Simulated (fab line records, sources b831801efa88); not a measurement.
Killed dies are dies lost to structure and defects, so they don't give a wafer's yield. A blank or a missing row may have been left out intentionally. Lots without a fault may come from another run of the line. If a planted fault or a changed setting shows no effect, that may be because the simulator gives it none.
A lot that was struck, set against a sound lot    flow sky130    14 steps out of a route of 708
Sound: the wafers L982.1, L982.2, L982.4. Struck: wafers L976.1, L976.3, L976.4. Last of all comes the cause.
For every step that has rows: the tool of each side, followed by ch and its chambers, followed by its first start. Under that, the readings that differ: sound wafers    struck wafers    difference of the means    sigmas: that difference in standard deviations of wafers without a fault.
alike: same words and numbers on both sides, and readings whose means sit less than 2 such deviations apart. not compared: any withheld reading, any reading some wafer has no value for, any bound like >300 that may hide the same value, and any number with overlapping values for which the record gives no deviation.
The two part at a step that has a row with sigmas, a row that says differs or no value, or rows on one side only. Numbers that don't overlap but have no deviation are shown without sigmas and don't part them. A reading that every wafer of one side lacks parts them only if that side has two wafers or more.

first, 4 steps without rows for these wafers: SKY_DNWELL_EXPOSE_04 (exposes mask DNM, target cd 3000 nm); SKY_DNWELL_PEB_05; SKY_DNWELL_DEVELOP_06 (develop time 60 s); SKY_DNWELL_IMPLANT_07.
SKY_DNWELL_STRIP_08: strips in O2/N2.
  sound on plasma-asher-04 ch 0,1, day 6 23:34; struck on plasma-asher-02 ch 0,1, day 5 14:41
  alike: drypump-motor-current-A, o2-flow-sccm, oes-product-au, strip-time-to-endpoint-s
  not compared: rf-hours-counter-h
SKY_DNWELL_TW_MEAS_09:
  struck on film-metro-04, day 5 14:47; sound on film-metro-02, day 6 23:40
  alike: DNWELL_TW
then, 6 steps without rows for these wafers: SKY_PWDE_DEHYDRATE_00 (time 60 s); SKY_PWDE_HMDS_01 (prime time 60 s); SKY_PWDE_COAT_02 (resist thk 3000 nm); SKY_PWDE_SOFTBAKE_03; SKY_PWDE_EXPOSE_04 (exposes mask PWDEM, target cd 840 nm); SKY_PWDE_PEB_05.
SKY_PWDE_DEVELOP_06: develop time 60 s.
  struck on litho-track-03, day 6 09:00; sound on litho-track-03 ch 0, day 7 19:00
  no value came back on the struck wafers for chill-plate-temp-C (C), develop-time-s (s); on the sound wafers chill-plate-temp-C (C) reads 22.87 22.91 22.84
SKY_PWDE_OVL_MEAS_07:
  struck on overlay-01, day 6 09:13; sound on overlay-02, day 7 19:19
reading        sound          struck  difference                     sigmas
PWDE_OVL (nm)  0.3 -0.9 -0.1  - - -   no value on the struck wafers  

== WHERE THEY PART ==
First at SKY_PWDE_DEVELOP_06; last, within this record, at SKY_PWDE_OVL_MEAS_07.

WHY: what the simulator had put in
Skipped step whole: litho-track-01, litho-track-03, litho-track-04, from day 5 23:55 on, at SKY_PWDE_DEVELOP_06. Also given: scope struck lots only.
